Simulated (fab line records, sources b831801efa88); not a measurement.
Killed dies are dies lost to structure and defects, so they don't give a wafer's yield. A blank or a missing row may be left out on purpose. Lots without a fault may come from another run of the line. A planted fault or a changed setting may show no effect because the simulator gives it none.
Which tool did it? | flow gf180mcu | 6 lots, 17 wafers sampled, at 4 steps of a route of 602

WHAT THE GAUGES READ, wafer by wafer
GF_M3_CD_MEAS_14: target cd 280 nm.
lot  | measured     | on        | cd_nm (nm)
L639 | day 21 23:17 | cd_sem-02 | 279.3 278.0 279.5
L641 | day 22 16:57 | cd_sem-02 | 279.2 280.0 279.6
L645 | day 24 00:42 | cd_sem-01 | 280.6 279.6 280.6
L647 | day 24 14:33 | cd_sem-01 | 281.0 280.6 281.0
L650 | day 25 15:21 | cd_sem-01 | 280.5 281.9 281.0
L660 | day 28 16:26 | cd_sem-01 | 279.8 236.2

WHICH TOOL RAN EACH LOT (tool, then ch and the chambers of the sampled wafers, then the start)
lot  | GF_M1_SPUTTER_03             | GF_V2_ETCH_16                      | GF_M3_EXPOSE_11
L639 | pvd_sputter-04, day 16 16:17 | rie_diel-04 ch 2,3, day 20 21:41   | krf_scanner-01 ch 0, day 21 11:38
L641 | pvd_sputter-01, day 17 11:50 | rie_diel-02 ch 0,1,2, day 21 15:56 | krf_scanner-02 ch 0, day 22 05:56
L645 | pvd_sputter-01, day 18 19:37 | rie_diel-01 ch 0,1,2, day 23 00:17 | krf_scanner-01 ch 0, day 23 13:22
L647 | pvd_sputter-04, day 19 12:13 | rie_diel-01 ch 0,1,3, day 23 14:59 | krf_scanner-01 ch 0, day 24 04:19
L650 | pvd_sputter-01, day 20 15:14 | rie_diel-02 ch 1,3, day 24 15:35   | krf_scanner-02 ch 0, day 25 04:55
L660 | pvd_sputter-01, day 24 04:07 | rie_diel-01 ch 0,3, day 27 19:29   | krf_scanner-01 ch 0, day 28 06:44
- GF_M1_SPUTTER_03: material Ti, target thk 10 nm, time 6.7 s.
- GF_V2_ETCH_16: etches BARC in N2/H2.
- GF_M3_EXPOSE_11: exposes mask Metal3, target cd 280 nm.

THE ANSWER, worked out from the rows above alone
Rule: what is usual is taken from the lots themselves. Put in order of their means at a reading, lots are off if they are a third of the lots or fewer, leave a main group of 4 or more, and stand apart from it by a gap of 3 or more times the standard deviation of the main group's means; of several such gaps the widest counts. A main group whose means are all the same, to the digits that the tables above print for the reading, isn't used. A lot without any number at a reading at which 4 lots or more have one is off too. The other lots that the step has rows for count as sound.
Off: L660, at GF_M3_CD_MEAS_14 (cd_nm). The main group: mean 280.2 nm, standard deviation 0.81.
A tool fits if, at a process step before that reading, it ran every lot that is off, and no sound lot after the first of them. The gauges at GF_M3_CD_MEAS_14 are tried like those tools. Can't be told from this: 4 tools fit, pvd_sputter-01 at GF_M1_SPUTTER_03, rie_diel-01 at GF_V2_ETCH_16, krf_scanner-01 at GF_M3_EXPOSE_11, cd_sem-01 at GF_M3_CD_MEAS_14.

WHAT THE SIMULATOR HAD PUT IN
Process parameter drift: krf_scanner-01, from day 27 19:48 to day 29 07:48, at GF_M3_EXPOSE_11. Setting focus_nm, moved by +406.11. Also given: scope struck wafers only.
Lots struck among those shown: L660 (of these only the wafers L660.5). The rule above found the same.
